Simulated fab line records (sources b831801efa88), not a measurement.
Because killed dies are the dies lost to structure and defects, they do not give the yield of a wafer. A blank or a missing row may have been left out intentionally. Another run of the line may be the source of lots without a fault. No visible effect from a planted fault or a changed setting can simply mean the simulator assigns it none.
Problem report in the 8D (eight disciplines) form, filled by code    flow gf180mcu    the parts of the form that need people (team, actions taken, sign-off) are left out

== 1. PROBLEM STATEMENT ==
Across 6 wafers from 2 lots, NSD_OVL at GF_NSD_OVL_MEAS_08 averages -95.1 nm, while fault-free wafers read 0.2 nm with a standard deviation of 1.5. Measured from the usual mean, that is -64 standard deviations.
First observed at day 20 12:04: wafer L790.1, on overlay-01. At this step, 42 wafers from 14 lots have a number in the record. By rule, "out" or "out of limits" means more than 4 standard deviations away from the usual mean. The rest of the wafers with a number are treated as sound.

== 2. WHAT THIS IS AND IS NOT ==
question                     is                      is not
which readings at this step  NSD_OVL                 -
which lots                   L790, L791              L770, L772, L774, L775, L776, L777, L778, L779, L781, L783, L784, L792
which wafers of those lots   all that have a number  -
read on which gauges         overlay-01, overlay-02  -
when                         from day 20 12:04       up to then (33 sound wafers); but 3 sound wafers of L792 came after

== 3. SUSPECTS, AND WHAT RULES EACH OUT ==
Counting: a tool stays on the suspect list if, at a process step up to the reading, it processed all lots that are out and no sound lot following the first of them.
- ruled out: the gauge at GF_NSD_OVL_MEAS_08. The wafers that are out were read on 2 gauges (overlay-01, overlay-02).
- iline_stepper-01 at GF_NSD_EXPOSE_04 (exposes mask Nplus, target cd 400 nm): kept. It ran every lot that is out, first L790 (day 19 23:58), and no sound lot after that; its last sound lot up to then is L783 (day 18 09:23).
Left after counting: iline_stepper-01 at GF_NSD_EXPOSE_04.

== 4. THE CAUSE (what the simulator had put in) ==
Scanner matching overlay: iline_stepper-01, from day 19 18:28 on, at GF_NSD_EXPOSE_04. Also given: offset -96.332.
After counting, this tool was the only one left.

== 5. THE EFFECT CHAIN, in route order ==
Each row: a reading where the mean over the struck wafers with a number is more than 3 standard deviations away from the usual. Readings are gone through only where the record gives a usual standard deviation; hours: the median, over the lots, of the time from a lot's start at the first step in this table giving one to that lot's start at this step; sigmas: the change measured in usual standard deviations.
hours  step                reading  usual   on struck wafers  change  sigmas
0      GF_NSD_OVL_MEAS_08  NSD_OVL  0.2 nm  -95.1             -95.3   -64
At these later measuring or inspecting steps, every struck wafer for which the step has a row has a number for every such reading, and none has moved that far: GF_NSD_TW_MEAS_12.

== 6. WHAT WOULD HAVE CAUGHT IT SOONER ==
In this record the first reading out of limits at a measuring or inspecting step was taken at day 20 12:04, 18 hours after the fault began at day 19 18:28.
Of the tool readings at GF_NSD_EXPOSE_04 for which the record gives a usual standard deviation, none was out on any struck wafer, so an alarm limit of 4 standard deviations on them would not have fired.
Of the lots that are out (2), L791 began GF_NSD_EXPOSE_04 on iline_stepper-01 after day 20 12:04. It would have been spared by a hold on the tool at that moment.
